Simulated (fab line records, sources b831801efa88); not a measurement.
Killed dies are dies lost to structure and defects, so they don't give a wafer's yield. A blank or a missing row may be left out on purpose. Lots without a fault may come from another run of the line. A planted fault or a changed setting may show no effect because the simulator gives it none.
A struck lot beside a sound one | flow sky130 | 17 steps out of a route of 708
Sound: wafers L986.3, L986.4, L986.5. Struck: wafers L999.3, L999.4, L999.6. The cause comes at the end.
At each step with rows: each side's tool, then ch and its chambers, then its first start. Under that, the readings that differ: sound wafers | struck wafers | difference of the means | sigmas: that difference in standard deviations of wafers without a fault.
alike: readings whose means differ by less than 2 such deviations, and words and numbers that are the same on both sides. not compared: withheld readings, readings that some wafer has no value for, bounds like >300 that may hide the same value, and numbers for which the record gives no deviation and whose values overlap.
The two part at a step that has a row with sigmas, a row that says differs or no value, or rows on one side only. Numbers that don't overlap but have no deviation are shown without sigmas and don't part them. A reading that every wafer of one side lacks parts them only if that side has two wafers or more.

SKY_VT_ADJUST_LVTN_OVL_MEAS_07:
  sound on overlay-02, day 7 11:25; struck on overlay-01, day 11 07:52
  alike: VT_ADJUST_LVTN_OVL
then, 1 step without rows for these wafers: SKY_VT_ADJUST_LVTN_IMPLANT_08.
SKY_VT_ADJUST_LVTN_STRIP_09: strips in O2/N2.
  sound on plasma_asher-04 ch 0,1, day 7 11:38; struck on plasma_asher-01 ch 0,1, day 11 08:05
  alike: drypump_motor_current_A, oes_product_au, strip_time_to_endpoint_s
  not compared: rf_hours_counter_h
SKY_VT_ADJUST_LVTN_TW_MEAS_10:
  sound on film_metro-04, day 7 11:43; struck on film_metro-04, day 11 08:10
  alike: VT_ADJUST_LVTN_TW
then, 7 steps without rows for these wafers: SKY_VT_ADJUST_LVTN_DEHYDRATE_11 (time 60 s); SKY_VT_ADJUST_LVTN_HMDS_12 (prime time 60 s); SKY_VT_ADJUST_LVTN_COAT_13 (resist thk 1140 nm); SKY_VT_ADJUST_LVTN_SOFTBAKE_14 (time 60 s); SKY_VT_ADJUST_LVTN_EXPOSE_15 (exposes mask HVN STD DERIVED, target cd 600 nm); SKY_VT_ADJUST_LVTN_PEB_16; SKY_VT_ADJUST_LVTN_DEVELOP_17 (develop time 60 s).
SKY_VT_ADJUST_LVTN_OVL_MEAS_18:
  sound on overlay-01, day 8 07:28; struck on overlay-01, day 12 08:17
  alike: VT_ADJUST_LVTN_01_OVL
SKY_VT_ADJUST_LVTN_IMPLANT_19:
  sound on implanter-03 ch 0, day 8 07:36; struck on implanter-02 ch 0, day 12 08:41
SKY_VT_ADJUST_LVTN_STRIP_20: strips in O2/N2.
  sound on plasma_asher-04 ch 0,1, day 8 07:50; struck on plasma_asher-04 ch 0,1, day 12 08:56
  alike: drypump_motor_current_A, oes_product_au, strip_time_to_endpoint_s
  not compared: rf_hours_counter_h
SKY_VT_ADJUST_LVTN_TW_MEAS_21:
  sound on film_metro-03, day 8 07:55; struck on film_metro-01, day 12 09:02
  reading             | sound             | struck            | difference | sigmas
  VT_ADJUST_LVTN_2_TW | 185.3 185.4 186.9 | 228.2 228.2 228.2 | +42.3      | +20
then, 1 step without rows for these wafers: SKY_VT_ADJUST_NCORE_DEHYDRATE_00 (time 60 s).
-- the record jumps here: 37 days lie between the struck wafers' starts before and after (it left off in module VT_ADJUST_NCORE and takes up again in module PAD_OPEN, whose first step shown is number 708 of the route) --
SKY_PAD_OPEN_PROBE_99:
  sound on prober-02, day 46 09:28; struck on prober-02, day 49 20:07
  reading                                    | sound             | struck            | difference | sigmas
  model.etest.res_pwell_under_gate.rs_ohm_sq | 2277 2278 2274    | 2183 2180 2191    | -92        |
  model.etest.tip_n_5v.rs_ohm_sq             | 1402 1406 1407    | 1466 1456 1449    | +52        |
  model.etest.nfet_g5v0d10v5.r_on_ohm_um     | 1861 1889 1890    | 1944 1916 1981    | +67        |
  model.etest.nfet_g5v0d10v5.drive_ua_um     | 597.4 600.2 602.3 | 578.6 579.6 572   | -23.2      |
  model.etest.nfet_16v.drive_ua_um           | 220.8 219.9 217.9 | 208.6 210.7 208   | -10.4      |
  model.etest.ring_5v.delay_ps               | 45.42 45.18 45.43 | 46.45 45.72 46.85 | +1.00      |
  alike: killed_at_M0_to_M3, killed_at_M4_up, killed_at_contacts, killed_at_front_end, killed_at_other, killed_dies, killed_open, killed_short
  not compared: model.etest.pfet_16v.r_on_ohm_um, model.etest.pfet_16v.drive_ua_um

WHERE THEY PART
Only at SKY_VT_ADJUST_LVTN_TW_MEAS_21, within this record. Later steps at which nothing parts them and some readings are alike: SKY_PAD_OPEN_PROBE_99.

WHY: what the simulator had put in
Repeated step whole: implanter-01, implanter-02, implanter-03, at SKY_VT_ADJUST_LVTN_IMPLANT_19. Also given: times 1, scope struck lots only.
